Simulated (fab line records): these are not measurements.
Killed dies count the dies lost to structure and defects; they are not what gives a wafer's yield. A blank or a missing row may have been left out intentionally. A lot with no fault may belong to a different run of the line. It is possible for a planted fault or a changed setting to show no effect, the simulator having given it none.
Which of the tools did it? -- flow sky130 -- Sampling: 12 lots, 36 wafers, 2 of 708 route steps

## WHAT EACH GAUGE READ, for each wafer
SKY_LDD_LDN_TW_MEAS_13. Usual: LDD_LDN_TW 1491, standard deviation 8.2.
lot,measured,on,LDD_LDN_TW,flag
L172,day 23 16:19,film metro-01,1502 1496 1495,
L173,day 23 20:39,film metro-03,1483 1490 1496,
L174,day 24 03:06,film metro-03,1498 1488 1485,
L175,day 24 10:45,film metro-04,1464 1475 1468,
L183,day 27 14:56,film metro-03,1593 1580 1593,OFF
L184,day 27 23:34,film metro-01,1593 1592 1595,OFF
L185,day 28 07:10,film metro-01,1496 1490 1496,
L186,day 28 15:33,film metro-03,1490 1485 1484,
L189,day 29 06:43,film metro-04,1482 1482 1486,
L190,day 29 19:16,film metro-03,1487 1494 1494,
L191,day 30 01:05,film metro-03,1494 1493 1481,
L194,day 30 19:13,film metro-03,1496 1499 1494,

## WHICH TOOL RAN EACH LOT (tool, then ch and the chambers of the sampled wafers, then the start)
lot,SKY_LDD_LDN_IMPLANT_09
L172,"implanter-03 ch 0, day 23 15:47"
L173,"implanter-04 ch 0, day 23 20:07"
L174,"implanter-04 ch 0, day 24 02:34"
L175,"implanter-01 ch 0, day 24 10:13"
L183,"implanter-04 ch 0, day 27 14:07"
L184,"implanter-01 ch 0, day 27 22:41"
L185,"implanter-03 ch 0, day 28 06:37"
L186,"implanter-01 ch 0, day 28 15:01"
L189,"implanter-03 ch 0, day 29 06:10"
L190,"implanter-01 ch 0, day 29 18:44"
L191,"implanter-04 ch 0, day 30 00:32"
L194,"implanter-03 ch 0, day 30 18:41"
- SKY_LDD_LDN_IMPLANT_09

## AS READ BY THE TOOLS THEMSELVES (means over the sampled wafers that have a number; for cases with no such wafer, the mark the record gives instead)
SKY_LDD_LDN_IMPLANT_09. Usual: 5.07e-06 Torr for end station pressure torr, sd 2.4e-07.
lot,tool,end station pressure torr (Torr),flag
L172,implanter-03,5.19e-06,
L173,implanter-04,5.15e-06,
L174,implanter-04,4.88e-06,
L175,implanter-01,4.99e-06,
L183,implanter-04,5.03e-06,
L184,implanter-01,5.09e-06,
L185,implanter-03,5.29e-06,
L186,implanter-01,5.08e-06,
L189,implanter-03,5.30e-06,
L190,implanter-01,5.14e-06,
L191,implanter-04,4.92e-06,
L194,implanter-03,5.26e-06,

## THE ANSWER, worked out from the rows above alone
Rule: take the mean of a lot's wafers that have a number; if it is more than 3 standard deviations from the usual mean, the lot is off. A lot without any number at a reading at which 4 lots or more have one is off too. All remaining lots with rows at the step are treated as sound. First the gauges in route order, then the tools' own readings, where a lot's mean is used as printed above. The first step at which some lot is off is used, and at that step the reading that is off furthest; a lot without a number counts as furthest.
Off: L183, L184, seen at SKY_LDD_LDN_TW_MEAS_13 (LDD_LDN_TW).
If a tool, at a process step before that reading, ran all the lots that are off and no sound lot after the first of them, it fits. Those tools and the gauges at SKY_LDD_LDN_TW_MEAS_13 are tried in the same way. No candidate that was tried fits.

## WHAT WAS PUT IN BY THE SIMULATOR
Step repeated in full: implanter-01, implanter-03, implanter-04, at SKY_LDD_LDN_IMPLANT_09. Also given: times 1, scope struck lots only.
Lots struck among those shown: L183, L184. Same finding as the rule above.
